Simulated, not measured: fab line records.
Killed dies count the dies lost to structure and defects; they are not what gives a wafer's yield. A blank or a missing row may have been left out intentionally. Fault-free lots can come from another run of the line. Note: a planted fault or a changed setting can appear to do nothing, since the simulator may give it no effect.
A lot that was struck, set against a sound lot + flow sky130 + 14 steps out of a route of 708
Sound: wafers L844.3, L844.5, L844.6. The struck wafers were L853.2, L853.4, L853.5. At the end, the cause is stated.
For every step that has rows: the tool of each side, followed by ch and its chambers, followed by its first start. Under that, the readings that differ: sound wafers + struck wafers + difference of the means + sigmas: that difference in standard deviations of wafers without a fault.
alike: readings whose means differ by less than 2 such deviations, and words and numbers that are the same on both sides. not compared: withheld readings, readings that some wafer has no value for, bounds like >300 that may hide the same value, and numbers for which the record gives no deviation and whose values overlap.
The two part at a step that has a row with sigmas, a row that says differs or no value, or rows on one side only. Numbers that have no deviation but don't overlap get no sigmas and don't part them. Lack of a reading on every wafer of one side parts them only where that side has two or more wafers.

SKY_RES_PROTECT_STRIP_07: strips in O2/N2.
  sound on plasma_asher-03 ch 0,1, day 15 10:43; struck on plasma_asher-03 ch 1, day 19 05:20
  alike: drypump_motor_current_A, oes_product_au, strip_time_to_endpoint_s
  not compared: rf_hours_counter_h
SKY_RES_PROTECT_TW_MEAS_08:
  sound on film_metro-02 at day 15 10:47; struck on film_metro-02 at day 19 05:27
  alike: POLY_GATE_TW
then, 2 steps without rows for these wafers: SKY_RES_PROTECT_CLEAN_09 (cleans in SC1/SC2, time 150 s); SKY_POLY_GATE_CVD_03 (deposits Si3N4 from DCS/NH3, target thk 75 nm, time 1290 s).
SKY_POLY_GATE_THK_MEAS_04:
  sound on film_metro-03 at day 15 12:46; struck on film_metro-03 at day 19 06:55
  alike: POLY_GATE_CVD_03_THK
then, 7 steps without rows for these wafers: SKY_POLY_GATE_DEHYDRATE_05 (time 60 s); SKY_POLY_GATE_HMDS_06 (prime time 60 s); SKY_POLY_GATE_COAT_07 (resist thk 110 nm); SKY_POLY_GATE_COAT_08 (resist thk 450 nm); SKY_POLY_GATE_SOFTBAKE_09 (time 90 s); SKY_POLY_GATE_EXPOSE_10 (exposes mask P1M, target cd 150 nm); SKY_POLY_GATE_PEB_11.
SKY_POLY_GATE_DEVELOP_12: develop time 60 s.
  sound on litho_track-02 ch 0, day 16 17:00; struck on litho_track-04, day 20 13:00
  no value came back on the struck wafers for chill_plate_temp_C (C), develop_time_s (s); on the sound wafers chill_plate_temp_C (C) reads 22.99 23.08 23.11
| reading                                          | sound           | struck            | difference | sigmas |
|--------------------------------------------------|-----------------|-------------------|------------|--------|
| model.KrF-thick_of_POLY_GATE_COAT_08.thk_nm (nm) | 436 436.7 436.5 | 450.3 449.5 451.3 | +14.0      |        |
SKY_POLY_GATE_CD_MEAS_13: target cd 150 nm.
  sound on cd_sem-01 at day 16 17:17; struck on cd_sem-01 at day 20 13:31
| reading    | sound             | struck | difference                    | sigmas |
|------------|-------------------|--------|-------------------------------|--------|
| cd_nm (nm) | 149.0 150.7 149.7 | - - -  | no value on the struck wafers |        |

== WHERE THEY PART ==
At SKY_POLY_GATE_DEVELOP_12 first; at SKY_POLY_GATE_CD_MEAS_13 last (within this record only).

WHY: the cause the simulator had injected
Step skipped in full: litho_track-04, at SKY_POLY_GATE_DEVELOP_12, from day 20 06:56 onward. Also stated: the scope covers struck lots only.
